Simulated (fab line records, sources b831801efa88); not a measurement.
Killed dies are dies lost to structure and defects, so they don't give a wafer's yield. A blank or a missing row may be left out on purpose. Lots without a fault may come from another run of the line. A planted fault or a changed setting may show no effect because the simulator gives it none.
One fault seen from 2 desks | flow gf180mcu | each desk has only its own numbers; what lay behind them comes last

THE METROLOGY DESK
What the gauges read, lot by lot, whatever tool the lot ran on: means of the sampled wafers that have a number. A lot is out of limits, marked OUT, if its mean lies more than 4 standard deviations from the usual mean; the brackets give that distance.
Columns: A = NWELL_RS at GF_VT_IMPLANT_RS_MEAS_47, usual 487.7 ohm/sq
lot  | first seen here | A
L614 | day 8 00:46     | 487.2
L615 | day 8 01:18     | 489.1
L616 | day 8 09:21     | 485.3
L617 | day 8 15:43     | 486.9
L618 | day 8 19:39     | 487.8
L619 | day 8 23:35     | 486.0
L622 | day 9 22:13     | 487.7
L627 | day 11 10:08    | 537.5 (+36) OUT
L628 | day 11 15:17    | 540.9 (+38) OUT
L631 | day 12 06:03    | 488.9
L633 | day 12 23:28    | 490.1
L634 | day 13 05:18    | 488.3
L635 | day 13 12:27    | 486.2
This desk's finding: out of limits on L627, L628; first on L627, day 11 10:08 (NWELL_RS at GF_VT_IMPLANT_RS_MEAS_47). In limits: L614, L615, L616, L617, L618, L619, L622, L631, L633, L634, L635.

THE TOOL OWNER'S DESK: implanter-02
The tool's own readings at GF_NWELL_IMPLANT_09: means of the sampled wafers that have a number, for each lot that ran on this tool. A lot is out of limits, marked OUT, if its mean lies more than 4 standard deviations from the usual mean; the brackets give that distance.
Columns: A = dose_ions_cm2 at GF_NWELL_IMPLANT_09, usual 4e+12; B = faraday_current_uA at GF_NWELL_IMPLANT_09, usual 22.6
lot  | first seen here | A                       | B
L615 | day 3 16:30     | 4e+12                   | 22.7
L616 | day 4 00:17     | 4e+12                   | 22.3
L617 | day 4 06:08     | 4e+12                   | 22.5
L618 | day 4 08:24     | 4e+12                   | 22.2
L622 | day 5 05:28     | 4e+12                   | 22.4
L627 | day 6 10:58     | 2e+12 (-99 or more) OUT | 9.6 (-29) OUT
L628 | day 6 16:04     | 2e+12 (-99 or more) OUT | 9.6 (-30) OUT
This desk's finding: out of limits on L627, L628; first on L627, day 6 10:58 (dose_ions_cm2 at GF_NWELL_IMPLANT_09). In limits: L615, L616, L617, L618, L622.

PUT TOGETHER
The tool owner's desk could have raised an alarm at day 6 10:58, on L627, L628.
The metrology desk could have raised an alarm at day 11 10:08, on L627, L628.
Of the lots named, all ran GF_NWELL_IMPLANT_09 on implanter-02.

WHAT THE SIMULATOR HAD PUT IN
Process parameter drift: implanter-02, from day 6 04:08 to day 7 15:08, at GF_NWELL_IMPLANT_09. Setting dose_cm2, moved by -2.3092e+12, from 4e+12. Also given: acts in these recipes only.
Lots struck among those shown: L627, L628.
Hours from the fault's start to each desk's first reading out of limits: the tool owner's desk, 7; the metrology desk, 126.
